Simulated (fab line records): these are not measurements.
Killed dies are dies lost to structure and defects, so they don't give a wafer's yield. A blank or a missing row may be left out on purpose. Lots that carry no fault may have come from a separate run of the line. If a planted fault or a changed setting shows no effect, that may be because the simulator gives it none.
Split-lot study    flow sky130    5 lots, 23 wafers read, on a route of 708 steps

ON THE SPLIT
At SKY_METAL1_ETCH_18 (etches BARC in N2/H2, stops on SiO2, time 45.9 s, target depth 60 nm), the setting time_s was moved away from the recipe's 45.9 s on 4 of the 23 wafers read, by -9.3% to +6.1%. The other wafers ran this setting at the recipe's value.

The split's own step is where the reading is taken.

THE READING
oes_product_au, in a.u., at SKY_METAL1_ETCH_18 (etches BARC in N2/H2, stops on SiO2, time 45.9 s, target depth 60 nm). A value of 0.855 a.u. with a standard deviation of 0.004 a.u. is what fault-free wafers of this fab line usually give.

wafer   tool, chamber at the split  time_s as run, s  against the recipe  oes_product_au, a.u.  against lot-mates on the recipe
L075.1  rie_metal-02, 1             45.9              recipe              0.855                 -
L075.2  rie_metal-02, 0             45.9              recipe              0.856                 -
L075.5  rie_metal-02, 0             45.9              recipe              0.848                 -
L076.1  rie_metal-03, 1             48.7              +6.1%               0.839                 -0.015
L076.3  rie_metal-03, 0             45.9              recipe              0.855                 -
L076.4  rie_metal-03, 1             48.7              +6.1%               0.839                 -0.015
L076.5  rie_metal-03, 1             45.9              recipe              0.851                 -
L076.6  rie_metal-03, 0             45.9              recipe              0.855                 -
L077.1  rie_metal-02, 0             45.9              recipe              0.854                 -
L077.2  rie_metal-02, 1             45.9              recipe              0.853                 -
L077.3  rie_metal-02, 1             45.9              recipe              0.851                 -
L077.5  rie_metal-02, 0             45.9              recipe              0.854                 -
L077.6  rie_metal-02, 1             45.9              recipe              0.859                 -
L082.1  rie_metal-03, 1             45.9              recipe              0.851                 -
L082.2  rie_metal-03, 1             41.63             -9.3%               0.906                 +0.051
L082.4  rie_metal-03, 1             45.9              recipe              0.857                 -
L082.5  rie_metal-03, 1             41.63             -9.3%               0.906                 +0.051
L082.6  rie_metal-03, 1             45.9              recipe              0.856                 -
L083.1  rie_metal-04, 0             45.9              recipe              0.850                 -
L083.3  rie_metal-04, 0             45.9              recipe              0.856                 -
L083.4  rie_metal-04, 0             45.9              recipe              0.858                 -
L083.5  rie_metal-04, 0             45.9              recipe              0.861                 -
L083.6  rie_metal-04, 0             45.9              recipe              0.853                 -

FIT RESULTS
A straight line over all 23 wafers: oes_product_au changes by -0.00459 a.u. for each +1% of time_s; r = -0.95; the points scatter about the line by 0.0053 a.u.
The same after taking each lot's own level away (the mean of its wafers on the recipe; 23 wafers): -0.00453 a.u. for each +1%; r = -0.95; scatter 0.0053 a.u.
That fit puts the effect of the largest move of time_s on the reading at 0.042 a.u.
The span of the lots' own levels, 0.8530 to 0.8556 a.u., comes to 0.6 times the standard deviation stated above.
The two slopes agree, so the slope changes little with the lot-to-lot level.
Check: for one of the wafers moved furthest among these (-9.3%), held out of the fit, the line's prediction against its lot-mates is +0.0397 a.u. Against them it came out at +0.0513 a.u.
Tool readings at the split's step, against how far the setting was moved: oes_product_au r = -0.95.

OTHER SPLITS ON THESE WAFERS
These wafers also went through other splits before the reading. Each is held against what the fit with the lots' levels taken away leaves over:
other split on the same wafers     wafers away from the commonest value  r with oes_product_au (lot level and that fit taken away)
SKY_CONTACT_COAT_09 resist_thk_nm  6                                     -0.12

FILE'S OWN FIT
oes_product_au changes by -0.00455 a.u. for each +1% of time_s, r = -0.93.
